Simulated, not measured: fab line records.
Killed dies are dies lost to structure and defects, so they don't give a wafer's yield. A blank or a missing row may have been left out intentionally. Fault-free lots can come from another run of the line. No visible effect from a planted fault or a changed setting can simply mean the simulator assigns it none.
Matching of chambers | flow sky130 | SKY_VIA3_CMP_24 on cmp-02: 4 sister chambers
The step polishes, stops on SiO2, t overpolish 20 s, target thk 0 nm. 4 wafers are shown with their chamber, then 12 later ones without.

## WAFERS, EACH WITH ITS CHAMBER
wafer  | chamber | motorCurrentA (A)
L083.3 | 3       | 12.3
L083.6 | 0       | 10.1
L084.2 | 1       | 12.2
L084.5 | 2       | 13.6

## WAFERS WITH NO CHAMBER GIVEN
wafer  | motorCurrentA (A)
L085.1 | 12.1
L085.3 | 10.9
L085.6 | 14.1
L093.2 | 11.8
L093.3 | 13.2
L093.4 | 10.4
L096.1 | 10.6
L096.4 | 14.1
L096.5 | 10.0
L095.1 | 10.5
L095.5 | 11.0
L095.6 | 11.9

## WHICH CHAMBER EACH WENT THROUGH
wafer  | from the rows above          | in truth
L085.1 | can't be placed: 1 or 3      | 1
L085.3 | can't be placed: 0 or 1 or 3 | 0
L085.6 | 2                            | 2
L093.2 | can't be placed: 1 or 3      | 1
L093.3 | can't be placed: 2 or 3 or 1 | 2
L093.4 | 0                            | 0
L096.1 | 0                            | 0
L096.4 | 2                            | 2
L096.5 | 0                            | 0
L095.1 | 0                            | 0
L095.5 | can't be placed: 0 or 1 or 3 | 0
L095.6 | can't be placed: 1 or 3      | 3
6 of 12 placed correctly. Not placeable from these rows: 6 (in 6, the candidates include the true chamber). Wrongly placed: 0.
How it was worked out, from the rows above alone: a wafer's distance from a chamber is the root of the sum, over the readings, of the square of ((its reading less the chamber's mean) divided by the reading's scatter). The wafer belongs to the nearest chamber; if the next one is less than 2 further off, it can't be placed. The mean given for a chamber averages the wafers shown for that chamber. The scatter (one wafer shown for each chamber): square how far every hidden wafer sits from the nearest shown wafer, average those squares and take the square root.
